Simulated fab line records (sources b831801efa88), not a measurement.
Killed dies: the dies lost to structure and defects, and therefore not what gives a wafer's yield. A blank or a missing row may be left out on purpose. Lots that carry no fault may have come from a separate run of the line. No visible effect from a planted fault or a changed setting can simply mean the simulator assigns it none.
The same fault as seen by 2 desks + flow gf180mcu + numbers are kept per desk, each desk with only its own; the story behind them comes last

## AT THE METROLOGY DESK
What the gauges read, lot by lot, whatever tool the lot ran on: means of the sampled wafers that have a number. If a lot's mean is further than 4 standard deviations from the usual mean, the lot is out of limits and carries the mark OUT (the distance appears in the brackets).
Columns: A = PASSIVATION_CVD_00_THK at GF_PASSIVATION_THK_MEAS_01, usual 1002 nm
| lot  | first seen here | A    |
|------|-----------------|------|
| L204 | day 28 03:43    | 994  |
| L206 | day 28 18:38    | 996  |
| L207 | day 28 22:10    | 1009 |
| L208 | day 29 14:16    | 1005 |
| L209 | day 29 15:55    | 1010 |
| L211 | day 30 10:49    | 1006 |
| L218 | day 32 02:06    | 1016 |
| L219 | day 32 21:53    | 1009 |
| L221 | day 33 08:31    | 1001 |
| L223 | day 33 19:07    | 992  |
| L225 | day 34 02:26    | 1006 |
| L226 | day 34 05:59    | 1024 |
Result from this desk: across the 12 lots, nothing is out of limits.

## THE TOOL OWNER'S DESK: pvd_sputter-04
At GF_V4_SPUTTER_22 (material TiN, target thk 10 nm, time 40 s) the tool's own readings: per lot run on this tool, the mean of the sampled wafers that have a number. If a lot's mean is further than 4 standard deviations from the usual mean, the lot is out of limits and carries the mark OUT (the distance appears in the brackets).
Columns: A = cathode_dc_power_W at GF_V4_SPUTTER_22, usual 3999.9 W; B = throttle_valve_pct at GF_V4_SPUTTER_22, usual 30.2 %
| lot  | first seen here | A      | B    |
|------|-----------------|--------|------|
| L204 | day 24 12:08    | 3999.8 | 30.6 |
| L206 | day 25 02:47    | 3999.5 | 29.8 |
| L207 | day 25 08:25    | 3999.6 | 29.7 |
| L208 | day 26 00:32    | 3999.6 | 30.3 |
| L209 | day 26 00:40    | 3999.6 | 30.7 |
| L211 | day 26 21:02    | 3999.8 | 30.1 |
| L219 | day 29 18:25    | 3999.6 | 30.2 |
Result from this desk: across the 7 lots, nothing is out of limits.

## ALL TOGETHER
Metrology desk: nothing out of limits seen.
The tool owner's desk saw nothing out of limits.

## WHAT HAD BEEN PUT IN BY THE SIMULATOR
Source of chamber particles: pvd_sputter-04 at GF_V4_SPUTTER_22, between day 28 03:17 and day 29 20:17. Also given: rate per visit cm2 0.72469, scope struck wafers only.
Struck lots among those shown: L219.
